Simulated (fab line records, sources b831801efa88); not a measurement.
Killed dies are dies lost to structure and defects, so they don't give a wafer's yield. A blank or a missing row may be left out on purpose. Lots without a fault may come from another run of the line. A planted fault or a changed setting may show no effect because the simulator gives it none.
Chamber matching | flow gf180mcu | GF_V3_ETCH_16 on rie_diel-01: 4 sister chambers
The step etches BARC in N2/H2. 18 wafers are shown with their chamber, then 9 later ones without.

WAFERS WITH THEIR CHAMBER
wafer  | chamber | drypump_motor_current_A (A) | chamber_pressure_mTorr (mTorr) | throttle_valve_pct (%)
L074.1 | 2       | 5.6                         | 30.026                         | 13.219
L074.2 | 3       | 6.0                         | 30.017                         | 13.216
L074.6 | 1       | 6.1                         | 29.926                         | 13.211
L075.4 | 2       | 5.6                         | 30.024                         | 13.222
L075.5 | 1       | 6.1                         | 29.986                         | 13.218
L075.6 | 3       | 6.0                         | 29.991                         | 13.231
L079.2 | 1       | 6.1                         | 29.994                         | 13.217
L079.3 | 2       | 5.6                         | 29.991                         | 13.223
L079.5 | 3       | 6.0                         | 29.988                         | 13.224
L081.3 | 3       | 6.0                         | 30.014                         | 13.234
L081.4 | 0       | 5.0                         | 30.016                         | 13.215
L081.5 | 2       | 5.6                         | 30.006                         | 13.226
L086.2 | 0       | 5.0                         | 30.008                         | 13.230
L086.3 | 2       | 5.6                         | 30.014                         | 13.240
L086.4 | 3       | 6.0                         | 29.980                         | 13.233
L089.2 | 0       | 5.1                         | 29.964                         | 13.207
L089.3 | 2       | 5.6                         | 30.033                         | 13.216
L089.6 | 3       | 6.0                         | 30.037                         | 13.201

SIGNATURES (means of the wafers above)
reading                 | chamber 0 | chamber 1 | chamber 2 | chamber 3 | scatter within a chamber
drypump_motor_current_A | 5.033     | 6.100     | 5.600     | 6.000     | 0.0218
chamber_pressure_mTorr  | 29.99600  | 29.96867  | 30.01567  | 30.00450  | 0.0237
throttle_valve_pct      | 13.21733  | 13.21533  | 13.22433  | 13.22317  | 0.0103
Rule: a wafer's distance from a chamber is the root of the sum, over the readings, of the square of ((its reading less the chamber's mean) divided by the reading's scatter). The wafer belongs to the nearest chamber; if the next one is less than 2 further off, it can't be placed. The scatter: the root of (the sum of the squares of (reading less its chamber's mean) over the shown wafers, divided by (wafers less chambers)).

WAFERS WITHOUT THEIR CHAMBER
wafer  | drypump_motor_current_A (A) | chamber_pressure_mTorr (mTorr) | throttle_valve_pct (%)
L092.1 | 5.1                         | 30.021                         | 13.222
L092.2 | 5.6                         | 29.935                         | 13.241
L092.4 | 6.0                         | 29.992                         | 13.213
L093.1 | 6.0                         | 29.987                         | 13.229
L093.3 | 5.0                         | 29.944                         | 13.222
L093.5 | 6.0                         | 29.988                         | 13.219
L094.1 | 5.0                         | 29.977                         | 13.217
L094.2 | 6.0                         | 30.042                         | 13.227
L094.3 | 5.6                         | 30.019                         | 13.215

WHICH CHAMBER EACH WENT THROUGH
wafer  | from the rows above | in truth
L092.1 | 0                   | 0
L092.2 | 2                   | 2
L092.4 | 3                   | 3
L093.1 | 3                   | 3
L093.3 | 0                   | 0
L093.5 | 3                   | 3
L094.1 | 0                   | 0
L094.2 | 3                   | 3
L094.3 | 2                   | 2
Placed correctly: 9 of 9. Can't be placed from these rows: 0. Placed wrongly: 0.
